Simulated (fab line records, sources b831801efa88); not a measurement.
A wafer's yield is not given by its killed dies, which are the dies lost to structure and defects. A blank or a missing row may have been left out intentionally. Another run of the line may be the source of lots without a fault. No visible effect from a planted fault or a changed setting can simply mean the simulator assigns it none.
Comparing a struck lot with a sound one | flow sky130 | 16 steps out of a route of 708
Sound: the wafers L336.1, L336.4, L336.6. Struck: wafer L327.3; the same lot's L327.5 was not struck, so it is left out; see the end for the cause.
At each step with rows: each side's tool, then ch and its chambers, then its first start. Under that, the readings that differ: sound wafers | struck wafers | difference of the means | sigmas: that difference in standard deviations of wafers without a fault.
alike: readings with means less than 2 such deviations apart, plus words and numbers identical on both sides. not compared: withheld readings, readings lacking a value on some wafer, bounds such as >300 that could conceal the same value, and numbers that have no deviation in the record and whose values overlap.
The two part at a step that has a row with sigmas, a row that says differs or no value, or rows on one side only. Numbers that have no deviation but don't overlap get no sigmas and don't part them. A reading that every wafer of one side lacks parts them only if that side has two wafers or more.

SKY_VIA2_BOW_MEAS_03:
  sound on film_metro-01, day 40 11:55; struck on film_metro-02, day 37 14:22
  alike: VIA2_BOW
then, 8 steps without rows for these wafers: SKY_VIA2_DEHYDRATE_04 (time 60 s); SKY_VIA2_HMDS_05 (prime time 60 s); SKY_VIA2_COAT_06 (resist thk 60 nm); SKY_VIA2_COAT_07 (resist thk 450 nm); SKY_VIA2_SOFTBAKE_08 (time 90 s); SKY_VIA2_EXPOSE_09 (exposes mask VIM2, target cd 200 nm); SKY_VIA2_PEB_10; SKY_VIA2_DEVELOP_11 (develop time 60 s).
SKY_VIA2_CD_MEAS_12 targets a cd of 200 nm.
  sound on cd_sem-02, day 41 12:58; struck on cd_sem-01, day 38 16:46
  alike: cd_nm
SKY_VIA2_OVL_MEAS_13:
  sound on overlay-02, day 41 13:05; struck on overlay-01, day 38 16:51
  alike: VIA2_OVL
SKY_VIA2_ETCH_14: etches BARC in N2/H2, stops on SiO2, time 45.9 s, target depth 60 nm.
  sound on rie_diel-02 ch 0,1, day 41 13:08; struck on rie_diel-04 ch 3, day 38 16:53
  reading               | sound             | struck | difference | sigmas
  oes_product_au (a.u.) | 0.851 0.856 0.855 | 0.843  | -0.011     | -2
  alike: drypump_motor_current_A, run_length_s, throttle_valve_pct
  not compared: rf_hours_counter_h
SKY_VIA2_ETCH_15: etches SiO2 in C4F8/O2/Ar, stops on TiN, target depth 546 nm, time 84 s.
  sound on rie_diel-02 ch 0,1, day 41 13:10; struck on rie_diel-04 ch 3, day 38 16:55
  reading                                     | sound             | struck | difference | sigmas
  oes_product_au (a.u.)                       | 0.932 0.941 0.936 | 0.997  | +0.061     | +13
  run_length_s (s)                            | 111.5 112.3 112.8 | 87.7   | -24.5      | -60
  model.etch.depth_nm (nm)                    | 495.7 495 493.3   | 381    | -114       |
  model.VIA2.feature_depth_nm (nm)            | 495.7 495 493.3   | 381    | -114       |
  model.KrF-thick_of_VIA2_COAT_07.thk_nm (nm) | 282.5 281.7 281.7 | 316.8  | +34.8      |
  not compared: rf_hours_counter_h
SKY_VIA2_STRIP_16: strips in O2/N2.
  sound on plasma_asher-02 ch 0, day 41 13:14; struck on plasma_asher-04 ch 0, day 38 17:01
  reading                      | sound             | struck | difference | sigmas
  oes_product_au (a.u.)        | 0.404 0.393 0.400 | 0.413  | +0.014     | +3
  strip_time_to_endpoint_s (s) | 4.047 4.037 4.038 | 4.396  | +0.355     | +13
  alike: drypump_motor_current_A
  not compared: rf_hours_counter_h
then, 1 step without rows for these wafers: SKY_VIA2_STRIP_17 (strips in post etch residue remover, time 1200 s).
-- the record jumps here: 9 days lie between the struck wafers' starts before and after (it left off in module VIA2 and takes up again in module PAD_OPEN, whose first step shown is number 708 of the route) --
SKY_PAD_OPEN_PROBE_99:
  sound on prober-02, day 50 00:05; struck on prober-01, day 47 16:44
  reading                  | sound          | struck | difference | sigmas
  defect_limited_yield (%) | 83.3 83.1 82.5 | 0      | -83        | -46
  killed_at_M0_to_M3       | 47 38 36       | 465    | +425       | +71
  killed_dies              | 82 83 86       | 492    | +408       | +47
  killed_on_rim            | 15 20 13       | 96     | +80        | +23
  sort_bin_5_function (%)  | 8.9 9.8 10.2   | 93.5   | +83.9      | +60
  sort_n_pass              | 410 409 406    | 0      | -408       | -47
  sort_yield_pct (%)       | 83.3 83.1 82.5 | 0      | -83        | -46
  alike: killed_at_M4_up, killed_at_contacts, killed_at_front_end, killed_at_other, killed_open, killed_short, sort_bin_3_pad_short, sort_bin_6_memory

## WHERE THEY PART
Last at SKY_PAD_OPEN_PROBE_99 as far as this record goes, first at SKY_VIA2_ETCH_14.

WHY: the cause the simulator had injected
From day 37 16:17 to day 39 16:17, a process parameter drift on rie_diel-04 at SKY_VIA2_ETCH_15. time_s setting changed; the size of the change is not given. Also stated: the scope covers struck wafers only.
